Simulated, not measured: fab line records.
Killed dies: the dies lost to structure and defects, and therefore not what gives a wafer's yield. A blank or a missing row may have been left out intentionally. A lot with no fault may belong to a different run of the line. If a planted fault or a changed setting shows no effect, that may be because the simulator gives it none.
Which tool was responsible? :: flow gf180mcu :: 42 wafers from 14 lots sampled at 4 of the route's 602 steps

## WHAT THE GAUGES READ, wafer by wafer
GF_M3_THK_MEAS_06: measures by xrf.
lot: L106
measured: day 20 00:40
on: film_metro-03
M3_ALCU_THK (nm): 468 463 465

lot: L107
measured: day 20 16:31
on: film_metro-03
M3_ALCU_THK (nm): 466 466 459

lot: L108
measured: day 21 01:56
on: film_metro-04
M3_ALCU_THK (nm): 466 463 463

lot: L110
measured: day 21 22:37
on: film_metro-01
M3_ALCU_THK (nm): 455 453 450

lot: L112
measured: day 22 08:35
on: film_metro-04
M3_ALCU_THK (nm): 462 467 458

lot: L113
measured: day 23 06:40
on: film_metro-04
M3_ALCU_THK (nm): 479 477 470

lot: L114
measured: day 23 07:35
on: film_metro-04
M3_ALCU_THK (nm): 461 459 466

lot: L116
measured: day 24 05:02
on: film_metro-04
M3_ALCU_THK (nm): 464 457 458

lot: L121
measured: day 25 20:35
on: film_metro-01
M3_ALCU_THK (nm): 450 459 459

lot: L122
measured: day 26 00:36
on: film_metro-01
M3_ALCU_THK (nm): 458 453 460

lot: L125
measured: day 26 21:25
on: film_metro-03
M3_ALCU_THK (nm): 461 466 462

lot: L127
measured: day 27 12:25
on: film_metro-01
M3_ALCU_THK (nm): 463 464 469

lot: L128
measured: day 27 20:50
on: film_metro-04
M3_ALCU_THK (nm): 465 457 469

lot: L129
measured: day 28 02:59
on: film_metro-03
M3_ALCU_THK (nm): 468 461 460

## EACH LOT AND THE TOOL THAT RAN IT (in order: tool; ch and the chambers of the sampled wafers; start)
lot: L106
GF_POLY_GATE_SOFTBAKE_06: litho_track-03 ch 0, day 8 14:00
GF_V1_SPUTTER_22: pvd_sputter-03, day 17 21:02
GF_V2_CVD_23: cvd_w-01 ch 0,1, day 19 23:44

lot: L107
GF_POLY_GATE_SOFTBAKE_06: litho_track-01 ch 0, day 9 04:00
GF_V1_SPUTTER_22: pvd_sputter-03, day 18 11:46
GF_V2_CVD_23: cvd_w-02 ch 0, day 20 15:33

lot: L108
GF_POLY_GATE_SOFTBAKE_06: litho_track-03 ch 0, day 9 08:00
GF_V1_SPUTTER_22: pvd_sputter-03, day 18 22:33
GF_V2_CVD_23: cvd_w-01 ch 0,1, day 21 00:59

lot: L110
GF_POLY_GATE_SOFTBAKE_06: litho_track-01 ch 0, day 9 23:00
GF_V1_SPUTTER_22: pvd_sputter-03, day 19 18:28
GF_V2_CVD_23: cvd_w-02 ch 0,1, day 21 21:41

lot: L112
GF_POLY_GATE_SOFTBAKE_06: litho_track-03 ch 0, day 10 08:00
GF_V1_SPUTTER_22: pvd_sputter-03, day 20 04:34
GF_V2_CVD_23: cvd_w-01 ch 0,1, day 22 07:39

lot: L113
GF_POLY_GATE_SOFTBAKE_06: litho_track-03 ch 0, day 10 23:00
GF_V1_SPUTTER_22: pvd_sputter-02, day 21 02:35
GF_V2_CVD_23: cvd_w-02 ch 0,1, day 23 05:45

lot: L114
GF_POLY_GATE_SOFTBAKE_06: litho_track-03 ch 0, day 11 01:00
GF_V1_SPUTTER_22: pvd_sputter-01, day 21 04:09
GF_V2_CVD_23: cvd_w-01 ch 0,1, day 23 06:38

lot: L116
GF_POLY_GATE_SOFTBAKE_06: litho_track-01 ch 0, day 11 18:00
GF_V1_SPUTTER_22: pvd_sputter-03, day 22 00:28
GF_V2_CVD_23: cvd_w-01 ch 0, day 24 04:05

lot: L121
GF_POLY_GATE_SOFTBAKE_06: litho_track-03 ch 0, day 13 06:00
GF_V1_SPUTTER_22: pvd_sputter-03, day 23 21:04
GF_V2_CVD_23: cvd_w-01 ch 0,1, day 25 19:38

lot: L122
GF_POLY_GATE_SOFTBAKE_06: litho_track-03 ch 0, day 13 10:00
GF_V1_SPUTTER_22: pvd_sputter-01, day 24 01:00
GF_V2_CVD_23: cvd_w-01 ch 0,1, day 25 23:40

lot: L125
GF_POLY_GATE_SOFTBAKE_06: litho_track-01 ch 0, day 14 14:00
GF_V1_SPUTTER_22: pvd_sputter-03, day 24 23:28
GF_V2_CVD_23: cvd_w-01 ch 0,1, day 26 20:30

lot: L127
GF_POLY_GATE_SOFTBAKE_06: litho_track-04 ch 0, day 14 22:00
GF_V1_SPUTTER_22: pvd_sputter-02, day 25 15:09
GF_V2_CVD_23: cvd_w-01 ch 0,1, day 27 11:29

lot: L128
GF_POLY_GATE_SOFTBAKE_06: litho_track-04 ch 0, day 15 08:00
GF_V1_SPUTTER_22: pvd_sputter-02, day 26 00:19
GF_V2_CVD_23: cvd_w-02 ch 0,1, day 27 19:53

lot: L129
GF_POLY_GATE_SOFTBAKE_06: litho_track-01 ch 0, day 15 15:00
GF_V1_SPUTTER_22: pvd_sputter-03, day 26 06:46
GF_V2_CVD_23: cvd_w-02 ch 0,1, day 28 02:04
- GF_POLY_GATE_SOFTBAKE_06: time 60 s.
- GF_V1_SPUTTER_22: material TiN, target thk 10 nm, time 40 s.
- GF_V2_CVD_23: deposits W, target thk 350 nm, time 104.94 s.

## WHAT THE TOOLS THEMSELVES READ (means of the sampled wafers that have a number; where no wafer has one, the mark that the record gives instead)
GF_POLY_GATE_SOFTBAKE_06.
lot: L106
tool: litho_track-03
heater_power_total_W (W): 92.15
run_length_s (s): 89.39

lot: L107
tool: litho_track-01
heater_power_total_W (W): 92.12
run_length_s (s): 89.36

lot: L108
tool: litho_track-03
heater_power_total_W (W): 92.24
run_length_s (s): 89.35

lot: L110
tool: litho_track-01
heater_power_total_W (W): 92.17
run_length_s (s): 89.27

lot: L112
tool: litho_track-03
heater_power_total_W (W): 92.16
run_length_s (s): 89.32

lot: L113
tool: litho_track-03
heater_power_total_W (W): 92.27
run_length_s (s): 89.40

lot: L114
tool: litho_track-03
heater_power_total_W (W): 92.23
run_length_s (s): 89.41

lot: L116
tool: litho_track-01
heater_power_total_W (W): 92.15
run_length_s (s): 89.32

lot: L121
tool: litho_track-03
heater_power_total_W (W): 94.63
run_length_s (s): 84.84

lot: L122
tool: litho_track-03
heater_power_total_W (W): 94.64
run_length_s (s): 84.98

lot: L125
tool: litho_track-01
heater_power_total_W (W): 92.17
run_length_s (s): 89.31

lot: L127
tool: litho_track-04
heater_power_total_W (W): 92.26
run_length_s (s): 88.96

lot: L128
tool: litho_track-04
heater_power_total_W (W): 92.21
run_length_s (s): 88.99

lot: L129
tool: litho_track-01
heater_power_total_W (W): 92.23
run_length_s (s): 89.38

GF_V1_SPUTTER_22.
lot: L106
tool: pvd_sputter-03
throttle_valve_pct (%): 30.1

lot: L107
tool: pvd_sputter-03
throttle_valve_pct (%): 30.1

lot: L108
tool: pvd_sputter-03
throttle_valve_pct (%): 30.6

lot: L110
tool: pvd_sputter-03
throttle_valve_pct (%): 31.2

lot: L112
tool: pvd_sputter-03
throttle_valve_pct (%): 29.9

lot: L113
tool: pvd_sputter-02
throttle_valve_pct (%): 30.3

lot: L114
tool: pvd_sputter-01
throttle_valve_pct (%): 29.2

lot: L116
tool: pvd_sputter-03
throttle_valve_pct (%): 29.4

lot: L121
tool: pvd_sputter-03
throttle_valve_pct (%): 30.2

lot: L122
tool: pvd_sputter-01
throttle_valve_pct (%): 29.4

lot: L125
tool: pvd_sputter-03
throttle_valve_pct (%): 29.7

lot: L127
tool: pvd_sputter-02
throttle_valve_pct (%): 30.3

lot: L128
tool: pvd_sputter-02
throttle_valve_pct (%): 29.7

lot: L129
tool: pvd_sputter-03
throttle_valve_pct (%): 30.1

GF_V2_CVD_23.
lot: L106
tool: cvd_w-01
heater_power_w (W): 892
susceptor_temp_C (C): 400.16

lot: L107
tool: cvd_w-02
heater_power_w (W): 873
susceptor_temp_C (C): 400.15

lot: L108
tool: cvd_w-01
heater_power_w (W): 942
susceptor_temp_C (C): 400.22

lot: L110
tool: cvd_w-02
heater_power_w (W): 895
susceptor_temp_C (C): 399.93

lot: L112
tool: cvd_w-01
heater_power_w (W): 939
susceptor_temp_C (C): 399.88

lot: L113
tool: cvd_w-02
heater_power_w (W): 865
susceptor_temp_C (C): 400.01

lot: L114
tool: cvd_w-01
heater_power_w (W): 905
susceptor_temp_C (C): 400.05

lot: L116
tool: cvd_w-01
heater_power_w (W): 888
susceptor_temp_C (C): 399.92

lot: L121
tool: cvd_w-01
heater_power_w (W): 911
susceptor_temp_C (C): 399.92

lot: L122
tool: cvd_w-01
heater_power_w (W): 910
susceptor_temp_C (C): 400.00

lot: L125
tool: cvd_w-01
heater_power_w (W): 941
susceptor_temp_C (C): 400.07

lot: L127
tool: cvd_w-01
heater_power_w (W): 926
susceptor_temp_C (C): 400.10

lot: L128
tool: cvd_w-02
heater_power_w (W): 879
susceptor_temp_C (C): 400.09

lot: L129
tool: cvd_w-02
heater_power_w (W): 892
susceptor_temp_C (C): 399.85

## THE ANSWER, worked out from the rows above alone
Rule: the lots themselves supply what counts as usual. The widest of any qualifying gaps counts: lots, ordered by their means at a reading, are off when they make up no more than a third of the lots, leave a main group of 4 or more, and stand apart from it by 3 or more times the standard deviation of that group's means. A main group whose means are all the same, to the digits that the tables above print for the reading, isn't used. A lot without any number at a reading at which 4 lots or more have one is off too. Any other lot the step has rows for is counted as sound. The gauges are gone through in route order, then the tools' own readings, and for those a lot's mean is taken as printed above. The first step at which some lot is off is used, and at that step the reading that is off furthest; a lot without a number counts as furthest.
Off, at GF_POLY_GATE_SOFTBAKE_06 on heater_power_total_W: L121, L122. Main group: mean 92.20 W, sd 0.047.
If a tool, at that step or one of the process steps before it, ran each lot that is off and ran no sound lot following the first of them, it fits. One fits: GF_POLY_GATE_SOFTBAKE_06 on litho_track-03. A fault onset in the window from L114 (day 11 01:00, its last sound lot) to L121 (day 13 06:00, its first lot off) fits.
The tool's own readings at GF_POLY_GATE_SOFTBAKE_06 bear it out: on the lots that are off they differ by more than 5 times the standard deviation of the sound lots' means. heater_power_total_W reads 94.63 W there against 92.20 W on the sound lots; run_length_s reads 84.91 s there against 89.29 s on the sound lots.

## WHAT THE SIMULATOR HAD PUT IN
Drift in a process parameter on litho_track-03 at GF_POLY_GATE_SOFTBAKE_06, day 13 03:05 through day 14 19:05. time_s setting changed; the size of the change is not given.
Lots struck among those shown: L121, L122. The rule given above showed the same thing.
